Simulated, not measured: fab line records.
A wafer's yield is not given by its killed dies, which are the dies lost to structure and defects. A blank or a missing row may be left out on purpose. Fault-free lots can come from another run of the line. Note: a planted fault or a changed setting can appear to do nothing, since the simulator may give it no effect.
Split-lot trial :: flow sfq_line :: on a route of 325 steps: 5 lots, 23 wafers read

ABOUT THE SPLIT
At SFQ_TRILAYER_L0_VIA_LITHO_COAT_013 (resist thk 650 nm), the setting spin_rpm was moved away from the recipe's 3000 rpm on 7 of the 23 wafers read, by -4.0% to +4.1%. All remaining wafers had this setting at the recipe value.

FROM THE SPLIT TO THE READING: what the file shows between them, 2 steps
- SFQ_TRILAYER_L0_VIA_LITHO_PEB_016: peb time 60 s (also split here: peb_temp_c)
- SFQ_TRILAYER_L0_VIA_LITHO_DEVELOP_015: time 60 s

THE READING
KrF_of_TRILAYER_L0_VIA_LITHO_COAT_013.thk_nm (the simulator's own value, which no gauge read), in nm, at SFQ_TRILAYER_L0_VIA_BARC_OPEN_VIA_ETCH_021 (etches BARC in O2, target depth 125 nm, time 41.7 s). The file gives no usual value for it. Across the 16 wafers here that went through the recipe, the average is 574.3 nm and the standard deviation 1.6 nm.

wafer: L074.1
tool, chamber at the split: litho_track-03, 0
spin_rpm as run, rpm: 2903
against the recipe: -3.2%
KrF_of_TRILAYER_L0_VIA_LITHO_COAT_013.thk_nm, nm: 584.1
against lot-mates on the recipe: +10.0

wafer: L074.2
tool, chamber at the split: litho_track-03, 0
spin_rpm as run, rpm: 2903
against the recipe: -3.2%
KrF_of_TRILAYER_L0_VIA_LITHO_COAT_013.thk_nm, nm: 583.7
against lot-mates on the recipe: +9.6

wafer: L074.3
tool, chamber at the split: litho_track-03, 0
spin_rpm as run, rpm: 3000
against the recipe: recipe
KrF_of_TRILAYER_L0_VIA_LITHO_COAT_013.thk_nm, nm: 574.9
against lot-mates on the recipe: -

wafer: L074.5
tool, chamber at the split: litho_track-03, 0
spin_rpm as run, rpm: 3000
against the recipe: recipe
KrF_of_TRILAYER_L0_VIA_LITHO_COAT_013.thk_nm, nm: 573.3
against lot-mates on the recipe: -

wafer: L074.6
tool, chamber at the split: litho_track-03, 0
spin_rpm as run, rpm: 2903
against the recipe: -3.2%
KrF_of_TRILAYER_L0_VIA_LITHO_COAT_013.thk_nm, nm: 581.7
against lot-mates on the recipe: +7.6

wafer: L075.1
tool, chamber at the split: litho_track-01, 0
spin_rpm as run, rpm: 3000
against the recipe: recipe
KrF_of_TRILAYER_L0_VIA_LITHO_COAT_013.thk_nm, nm: 577.1
against lot-mates on the recipe: -

wafer: L075.2
tool, chamber at the split: litho_track-01, 0
spin_rpm as run, rpm: 3000
against the recipe: recipe
KrF_of_TRILAYER_L0_VIA_LITHO_COAT_013.thk_nm, nm: 574.8
against lot-mates on the recipe: -

wafer: L075.3
tool, chamber at the split: litho_track-01, 0
spin_rpm as run, rpm: 3000
against the recipe: recipe
KrF_of_TRILAYER_L0_VIA_LITHO_COAT_013.thk_nm, nm: 573.9
against lot-mates on the recipe: -

wafer: L075.5
tool, chamber at the split: litho_track-01, 0
spin_rpm as run, rpm: 3000
against the recipe: recipe
KrF_of_TRILAYER_L0_VIA_LITHO_COAT_013.thk_nm, nm: 575.2
against lot-mates on the recipe: -

wafer: L075.6
tool, chamber at the split: litho_track-01, 0
spin_rpm as run, rpm: 3000
against the recipe: recipe
KrF_of_TRILAYER_L0_VIA_LITHO_COAT_013.thk_nm, nm: 577.8
against lot-mates on the recipe: -

wafer: L078.1
tool, chamber at the split: litho_track-02, 0
spin_rpm as run, rpm: 3000
against the recipe: recipe
KrF_of_TRILAYER_L0_VIA_LITHO_COAT_013.thk_nm, nm: 573.1
against lot-mates on the recipe: -

wafer: L078.2
tool, chamber at the split: litho_track-02, 0
spin_rpm as run, rpm: 2880
against the recipe: -4.0%
KrF_of_TRILAYER_L0_VIA_LITHO_COAT_013.thk_nm, nm: 586.3
against lot-mates on the recipe: +13.4

wafer: L078.3
tool, chamber at the split: litho_track-02, 0
spin_rpm as run, rpm: 3000
against the recipe: recipe
KrF_of_TRILAYER_L0_VIA_LITHO_COAT_013.thk_nm, nm: 572.4
against lot-mates on the recipe: -

wafer: L078.4
tool, chamber at the split: litho_track-02, 0
spin_rpm as run, rpm: 3000
against the recipe: recipe
KrF_of_TRILAYER_L0_VIA_LITHO_COAT_013.thk_nm, nm: 573.1
against lot-mates on the recipe: -

wafer: L078.5
tool, chamber at the split: litho_track-02, 0
spin_rpm as run, rpm: 2880
against the recipe: -4.0%
KrF_of_TRILAYER_L0_VIA_LITHO_COAT_013.thk_nm, nm: 584.4
against lot-mates on the recipe: +11.5

wafer: L079.2
tool, chamber at the split: litho_track-03, 0
spin_rpm as run, rpm: 3000
against the recipe: recipe
KrF_of_TRILAYER_L0_VIA_LITHO_COAT_013.thk_nm, nm: 575.5
against lot-mates on the recipe: -

wafer: L079.4
tool, chamber at the split: litho_track-03, 0
spin_rpm as run, rpm: 3000
against the recipe: recipe
KrF_of_TRILAYER_L0_VIA_LITHO_COAT_013.thk_nm, nm: 574.4
against lot-mates on the recipe: -

wafer: L079.6
tool, chamber at the split: litho_track-03, 0
spin_rpm as run, rpm: 3000
against the recipe: recipe
KrF_of_TRILAYER_L0_VIA_LITHO_COAT_013.thk_nm, nm: 574.7
against lot-mates on the recipe: -

wafer: L082.2
tool, chamber at the split: litho_track-02, 0
spin_rpm as run, rpm: 3000
against the recipe: recipe
KrF_of_TRILAYER_L0_VIA_LITHO_COAT_013.thk_nm, nm: 572.3
against lot-mates on the recipe: -

wafer: L082.3
tool, chamber at the split: litho_track-02, 0
spin_rpm as run, rpm: 3000
against the recipe: recipe
KrF_of_TRILAYER_L0_VIA_LITHO_COAT_013.thk_nm, nm: 573.6
against lot-mates on the recipe: -

wafer: L082.4
tool, chamber at the split: litho_track-02, 0
spin_rpm as run, rpm: 3123
against the recipe: +4.1%
KrF_of_TRILAYER_L0_VIA_LITHO_COAT_013.thk_nm, nm: 562.1
against lot-mates on the recipe: -10.6

wafer: L082.5
tool, chamber at the split: litho_track-02, 0
spin_rpm as run, rpm: 3000
against the recipe: recipe
KrF_of_TRILAYER_L0_VIA_LITHO_COAT_013.thk_nm, nm: 572.2
against lot-mates on the recipe: -

wafer: L082.6
tool, chamber at the split: litho_track-02, 0
spin_rpm as run, rpm: 3123
against the recipe: +4.1%
KrF_of_TRILAYER_L0_VIA_LITHO_COAT_013.thk_nm, nm: 560.5
against lot-mates on the recipe: -12.2

FIT RESULTS
A straight line over all 23 wafers: KrF_of_TRILAYER_L0_VIA_LITHO_COAT_013.thk_nm changes by -2.92 nm for each +1% of spin_rpm; r = -0.97; the points scatter about the line by 1.5 nm.
The same after taking each lot's own level away (the mean of its wafers on the recipe; 23 wafers): -2.89 nm for each +1%; r = -0.99; scatter 1 nm.
That fit puts the effect of the largest move of spin_rpm on the reading at 12 nm.
Measured against the standard deviation above, the lots' own levels, which go from 572.70 to 575.76 nm, span 1.9 times it.
The two slopes agree, so the slope changes little with the lot-to-lot level.
Check: with one of the wafers moved furthest among these (+4.1%) left out of the fit, the line predicts -12.2 nm for it against its lot-mates. It came out at -10.6 nm against them.

FURTHER SPLITS ON THESE WAFERS
Note: prior to the reading, these wafers also went through further splits. Each is held against what the fit with the lots' levels taken away leaves over:
other split on the same wafers: SFQ_TRILAYER_INCOMING_OXIDATION_002 temp_c
wafers away from the commonest value: 5
r with KrF_of_TRILAYER_L0_VIA_LITHO_COAT_013.thk_nm (lot level and that fit taken away): -0.13

other split on the same wafers: SFQ_TRILAYER_L0_LITHO_EXPOSE_006 dose_mj
wafers away from the commonest value: 5
r with KrF_of_TRILAYER_L0_VIA_LITHO_COAT_013.thk_nm (lot level and that fit taken away): -0.26

other split on the same wafers: SFQ_TRILAYER_L0_VIA_LITHO_PEB_016 peb_temp_c
wafers away from the commonest value: 6
r with KrF_of_TRILAYER_L0_VIA_LITHO_COAT_013.thk_nm (lot level and that fit taken away): +0.39

THE WHOLE CHAIN: every reading that the file lists as answering this split, in the file's order
step: SFQ_TRILAYER_L0_VIA_LITHO_COAT_013
what it does: resist thk 650 nm
reading: KrF_of_TRILAYER_L0_VIA_LITHO_COAT_013.thk_nm (the simulator's own value, which no gauge read)
change (the file's fit): -3.05 nm for each +1% of the setting
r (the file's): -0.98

step: SFQ_TRILAYER_L0_VIA_BARC_OPEN_VIA_ETCH_021
what it does: etches BARC in O2, target depth 125 nm, time 41.7 s
reading: KrF_of_TRILAYER_L0_VIA_LITHO_COAT_013.thk_nm (the simulator's own value, which no gauge read)
change (the file's fit): -2.91 nm for each +1% of the setting
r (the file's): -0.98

FILE'S OWN FIT
KrF_of_TRILAYER_L0_VIA_LITHO_COAT_013.thk_nm changes by -2.91 nm for each +1% of spin_rpm, r = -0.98.
